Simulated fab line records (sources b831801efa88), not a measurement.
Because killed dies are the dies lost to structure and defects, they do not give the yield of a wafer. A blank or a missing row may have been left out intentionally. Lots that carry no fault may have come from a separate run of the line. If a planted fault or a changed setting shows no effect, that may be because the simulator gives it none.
Tool commonality check    flow gf180mcu    Sample size 12 lots and 36 wafers

== WHY IT WAS OPENED ==
GF_VT_IMPLANT_TW_MEAS_32, reading VT_IMPLANT_3_TW: flagged on 2 of 12 lots. Wafers without a fault read 267.4, standard deviation 2.5.
Rule: flag the lot when none of its wafers has a number, or when each of its wafers that has one lies beyond 4 standard deviations from that mean. All remaining lots are regarded as sound.

lot   measured      on            VT_IMPLANT_3_TW, wafer by wafer  flag
L889  day 7 03:39   filmMetro-04  269.2 268.7 269.6                
L891  day 7 14:32   filmMetro-04  270.3 269.3 268.4                
L894  day 8 10:14   filmMetro-04  269.9 270.1 271.0                
L902  day 10 14:27  filmMetro-03  570.3 569.0 567.9                FLAGGED
L903  day 10 22:41  filmMetro-04  580.0 580.2 581.3                FLAGGED
L904  day 11 07:14  filmMetro-04  271.2 270.5 271.1                
L905  day 11 11:17  filmMetro-04  270.5 270.3 270.3                
L907  day 12 03:47  filmMetro-03  266.9 265.8 267.1                
L908  day 12 07:43  filmMetro-03  265.6 264.5 264.6                
L909  day 12 14:09  filmMetro-01  265.1 265.6 266.1                
L910  day 12 21:23  filmMetro-03  265.5 266.6 265.9                
L911  day 13 06:38  filmMetro-04  270.5 269.0 270.7                
Flagged lots average 574.8: +307.4 relative to the usual, that is +99 or more standard deviations.

== LOT BY LOT: THE TOOL USED ==
The record keeps 1 process step preceding the reading, out of 602 steps on the route. Each cell gives the tool, then ch followed by the chambers the sampled wafers passed through, then the start.
lot   flag     GF_VT_IMPLANT_COAT_02
L889           lithoTrack-02 ch 0, day 5 14:32
L891           lithoTrack-02 ch 0, day 6 00:43
L894           lithoTrack-02 ch 0, day 6 17:56
L902  FLAGGED  lithoTrack-02, day 8 18:20
L903  FLAGGED  lithoTrack-02, day 9 01:05
L904           lithoTrack-02 ch 0, day 9 09:14
L905           lithoTrack-02 ch 0, day 9 13:50
L907           lithoTrack-04 ch 0, day 10 04:29
L908           lithoTrack-04 ch 0, day 10 08:56
L909           lithoTrack-02 ch 0, day 10 13:35
L910           lithoTrack-04 ch 0, day 10 21:31
L911           lithoTrack-04 ch 0, day 11 05:02
What is done by these steps:
- GF_VT_IMPLANT_COAT_02: resist thk 1000 nm.
- GF_VT_IMPLANT_TW_MEAS_32

== FLAGGED OVER TOTAL, TOOL BY TOOL (the gauges that took the reading come last) ==
step                      tool           lots run  flagged  share of the flagged lots  sound lots run after its first flagged lot
GF_VT_IMPLANT_COAT_02     lithoTrack-02  8         2        all                        3 (L904,L905,L909)
GF_VT_IMPLANT_COAT_02     lithoTrack-04  4         0        none                       -
GF_VT_IMPLANT_TW_MEAS_32  filmMetro-01   1         0        none                       -
GF_VT_IMPLANT_TW_MEAS_32  filmMetro-03   4         1        some                       3 (L907,L908,L910)
GF_VT_IMPLANT_TW_MEAS_32  filmMetro-04   7         1        some                       3 (L904,L905,L911)

== WHAT THE TABLE ALLOWS ==
1 row of the table ran every flagged lot: lithoTrack-02 at GF_VT_IMPLANT_COAT_02.
- lithoTrack-02 at GF_VT_IMPLANT_COAT_02 ran 8 lots, 2 of them flagged. Lots that were sound ran on it after the first flagged one (L904, L905, L909); a persistent fault on the entire tool would not allow that. On the flagged lots its readings are blank where sound lots have values: chillPlateTempC, dispensePressureKPa, spinSpeedRpm.
Every row of the table either missed a flagged lot or ran a sound lot after the first.

== WHAT THE SIMULATOR HAD INSERTED ==
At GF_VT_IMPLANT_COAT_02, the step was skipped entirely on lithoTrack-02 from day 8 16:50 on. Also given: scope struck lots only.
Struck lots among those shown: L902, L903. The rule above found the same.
